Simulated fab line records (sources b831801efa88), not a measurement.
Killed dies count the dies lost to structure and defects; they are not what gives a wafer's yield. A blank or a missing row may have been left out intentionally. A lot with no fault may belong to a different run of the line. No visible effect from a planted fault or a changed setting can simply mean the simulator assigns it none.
Commonality check across tools / flow sky130 / 42 wafers sampled across 14 lots

== REASON IT WAS OPENED ==
Of 14 lots, 2 have the reading VT_ADJUST_LVTN_2_TW flagged at SKY_VT_ADJUST_LVTN_TW_MEAS_21. Wafers without a fault read 189.3, standard deviation 1.5.
Rule: a lot gets a flag if all its wafers with a number sit over 4 standard deviations from that mean, or if no wafer of it has a number. As for the other lots, they are considered sound.

lot=L721; measured=day 8 05:42; on=film-metro-04; VT_ADJUST_LVTN_2_TW, wafer by wafer=189.5 190.3 189.7; flag=
lot=L723; measured=day 8 13:35; on=film-metro-02; VT_ADJUST_LVTN_2_TW, wafer by wafer=187.8 188.5 187.8; flag=
lot=L724; measured=day 8 20:32; on=film-metro-04; VT_ADJUST_LVTN_2_TW, wafer by wafer=190.6 189.1 189.2; flag=
lot=L725; measured=day 9 05:06; on=film-metro-02; VT_ADJUST_LVTN_2_TW, wafer by wafer=188.8 188.5 188.3; flag=
lot=L726; measured=day 9 11:11; on=film-metro-02; VT_ADJUST_LVTN_2_TW, wafer by wafer=187.3 188.7 188.6; flag=
lot=L727; measured=day 9 17:20; on=film-metro-03; VT_ADJUST_LVTN_2_TW, wafer by wafer=190.8 191.1 191.1; flag=
lot=L728; measured=day 9 22:18; on=film-metro-02; VT_ADJUST_LVTN_2_TW, wafer by wafer=187.9 187.3 188.2; flag=
lot=L729; measured=day 10 07:05; on=film-metro-04; VT_ADJUST_LVTN_2_TW, wafer by wafer=30.3 30.3 30.3; flag=FLAGGED
lot=L730; measured=day 10 10:32; on=film-metro-02; VT_ADJUST_LVTN_2_TW, wafer by wafer=30.3 30.2 30.2; flag=FLAGGED
lot=L731; measured=day 10 16:44; on=film-metro-03; VT_ADJUST_LVTN_2_TW, wafer by wafer=191.5 191.6 191.0; flag=
lot=L737; measured=day 12 11:50; on=film-metro-03; VT_ADJUST_LVTN_2_TW, wafer by wafer=193.1 192.7 192.5; flag=
lot=L739; measured=day 12 21:23; on=film-metro-03; VT_ADJUST_LVTN_2_TW, wafer by wafer=192.3 191.4 191.5; flag=
lot=L741; measured=day 13 15:05; on=film-metro-02; VT_ADJUST_LVTN_2_TW, wafer by wafer=189.2 189.8 188.9; flag=
lot=L743; measured=day 14 00:55; on=film-metro-04; VT_ADJUST_LVTN_2_TW, wafer by wafer=189.1 189.6 189.4; flag=
The numbers of the flagged lots are 30.3 on average: -159.0 against the usual, or -99 or more standard deviations.

== EACH LOT AND THE TOOL IT RAN ON ==
The record holds 1 process step before the reading, out of a route of 708 steps. In each cell: the tool, then ch and the chambers that the sampled wafers went through, then the start.
lot=L721; flag=; SKY_VT_ADJUST_LVTN_IMPLANT_19=implanter-03 ch 0, day 8 05:28
lot=L723; flag=; SKY_VT_ADJUST_LVTN_IMPLANT_19=implanter-01 ch 0, day 8 13:20
lot=L724; flag=; SKY_VT_ADJUST_LVTN_IMPLANT_19=implanter-04 ch 0, day 8 20:17
lot=L725; flag=; SKY_VT_ADJUST_LVTN_IMPLANT_19=implanter-03 ch 0, day 9 04:52
lot=L726; flag=; SKY_VT_ADJUST_LVTN_IMPLANT_19=implanter-04 ch 0, day 9 10:56
lot=L727; flag=; SKY_VT_ADJUST_LVTN_IMPLANT_19=implanter-01 ch 0, day 9 17:05
lot=L728; flag=; SKY_VT_ADJUST_LVTN_IMPLANT_19=implanter-04 ch 0, day 9 22:04
lot=L729; flag=FLAGGED; SKY_VT_ADJUST_LVTN_IMPLANT_19=implanter-01, day 10 06:50
lot=L730; flag=FLAGGED; SKY_VT_ADJUST_LVTN_IMPLANT_19=implanter-01, day 10 10:17
lot=L731; flag=; SKY_VT_ADJUST_LVTN_IMPLANT_19=implanter-01 ch 0, day 10 16:29
lot=L737; flag=; SKY_VT_ADJUST_LVTN_IMPLANT_19=implanter-01 ch 0, day 12 11:35
lot=L739; flag=; SKY_VT_ADJUST_LVTN_IMPLANT_19=implanter-01 ch 0, day 12 21:08
lot=L741; flag=; SKY_VT_ADJUST_LVTN_IMPLANT_19=implanter-03 ch 0, day 13 14:50
lot=L743; flag=; SKY_VT_ADJUST_LVTN_IMPLANT_19=implanter-01 ch 0, day 14 00:40
What is done by these steps:
- SKY_VT_ADJUST_LVTN_IMPLANT_19
- SKY_VT_ADJUST_LVTN_TW_MEAS_21

== FLAGGED AGAINST TOTAL, ONE TOOL AT A TIME (gauges that did the reading follow at the end) ==
step=SKY_VT_ADJUST_LVTN_IMPLANT_19; tool=implanter-01; lots run=8; flagged=2; share of the flagged lots=all; sound lots run after its first flagged lot=4 (L731,L737,L739,L743)
step=SKY_VT_ADJUST_LVTN_IMPLANT_19; tool=implanter-03; lots run=3; flagged=0; share of the flagged lots=none; sound lots run after its first flagged lot=-
step=SKY_VT_ADJUST_LVTN_IMPLANT_19; tool=implanter-04; lots run=3; flagged=0; share of the flagged lots=none; sound lots run after its first flagged lot=-
step=SKY_VT_ADJUST_LVTN_TW_MEAS_21; tool=film-metro-02; lots run=6; flagged=1; share of the flagged lots=some; sound lots run after its first flagged lot=1 (L741)
step=SKY_VT_ADJUST_LVTN_TW_MEAS_21; tool=film-metro-03; lots run=4; flagged=0; share of the flagged lots=none; sound lots run after its first flagged lot=-
step=SKY_VT_ADJUST_LVTN_TW_MEAS_21; tool=film-metro-04; lots run=4; flagged=1; share of the flagged lots=some; sound lots run after its first flagged lot=1 (L743)

== WHAT IS ALLOWED BY THE TABLE ==
1 row of the table ran every flagged lot: implanter-01 at SKY_VT_ADJUST_LVTN_IMPLANT_19.
- implanter-01 at SKY_VT_ADJUST_LVTN_IMPLANT_19: 2 of its 8 lots flagged. After the first flagged lot (L731, L737, L739, L743), sound lots still ran on it; a lasting fault on the whole tool would not permit that. On the flagged lots its readings are blank where sound lots have values: beam-energy-keV, beam-on-s, dose-ions-cm2.
No row of the table ran every flagged lot and no sound lot after the first.

== WHAT THE SIMULATOR PUT IN ==
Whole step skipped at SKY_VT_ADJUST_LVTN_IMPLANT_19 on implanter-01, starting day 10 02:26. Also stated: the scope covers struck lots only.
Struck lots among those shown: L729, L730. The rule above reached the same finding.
